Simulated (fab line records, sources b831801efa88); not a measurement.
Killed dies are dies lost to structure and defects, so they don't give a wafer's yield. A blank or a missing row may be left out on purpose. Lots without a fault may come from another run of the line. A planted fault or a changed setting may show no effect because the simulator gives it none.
Which tool did it? | flow gf180mcu | 6 lots, 18 wafers sampled, at 2 steps of a route of 602

WHAT THE GAUGES READ, wafer by wafer
GF_VT_IMPLANT_RS_MEAS_48: measures by four-point-probe.
lot  | measured     | on            | LVPWELL_RS (ohm/sq)
L124 | day 7 22:53  | film_metro-02 | 1197.6 1198.4 1200.7
L128 | day 9 03:44  | film_metro-03 | 1195.1 1195.9 1194.4
L130 | day 9 18:23  | film_metro-03 | 1191.8 1196.6 1195.9
L133 | day 10 16:09 | film_metro-04 | 1196.3 1193.4 1198.2
L140 | day 12 13:54 | film_metro-04 | 1254.9 1252.3 1255.1
L144 | day 13 16:29 | film_metro-03 | 1192.5 1197.6 1193.5

WHICH TOOL RAN EACH LOT (tool, then ch and the chambers of the sampled wafers, then the start)
lot  | GF_LVPWELL_IMPLANT_08
L124 | implanter-02 ch 0, day 4 05:50
L128 | implanter-01 ch 0, day 5 05:34
L130 | implanter-02 ch 0, day 5 17:08
L133 | implanter-02 ch 0, day 6 11:11
L140 | implanter-02 ch 0, day 8 01:32
L144 | implanter-04 ch 0, day 8 23:14
- GF_LVPWELL_IMPLANT_08

THE ANSWER, worked out from the rows above alone
Rule: what is usual is taken from the lots themselves. Put in order of their means at a reading, lots are off if they are a third of the lots or fewer, leave a main group of 4 or more, and stand apart from it by a gap of 3 or more times the standard deviation of the main group's means; of several such gaps the widest counts. A main group whose means are all the same, to the digits that the tables above print for the reading, isn't used. A lot without any number at a reading at which 4 lots or more have one is off too. The other lots that the step has rows for count as sound.
Off: L140, at GF_VT_IMPLANT_RS_MEAS_48 (LVPWELL_RS). The main group: mean 1195.9 ohm/sq, standard deviation 1.6.
A tool fits if, at a process step before that reading, it ran every lot that is off, and no sound lot after the first of them. The gauges at GF_VT_IMPLANT_RS_MEAS_48 are tried like those tools. Can't be told from this: 2 tools fit, implanter-02 at GF_LVPWELL_IMPLANT_08, film_metro-04 at GF_VT_IMPLANT_RS_MEAS_48.

WHAT THE SIMULATOR HAD PUT IN
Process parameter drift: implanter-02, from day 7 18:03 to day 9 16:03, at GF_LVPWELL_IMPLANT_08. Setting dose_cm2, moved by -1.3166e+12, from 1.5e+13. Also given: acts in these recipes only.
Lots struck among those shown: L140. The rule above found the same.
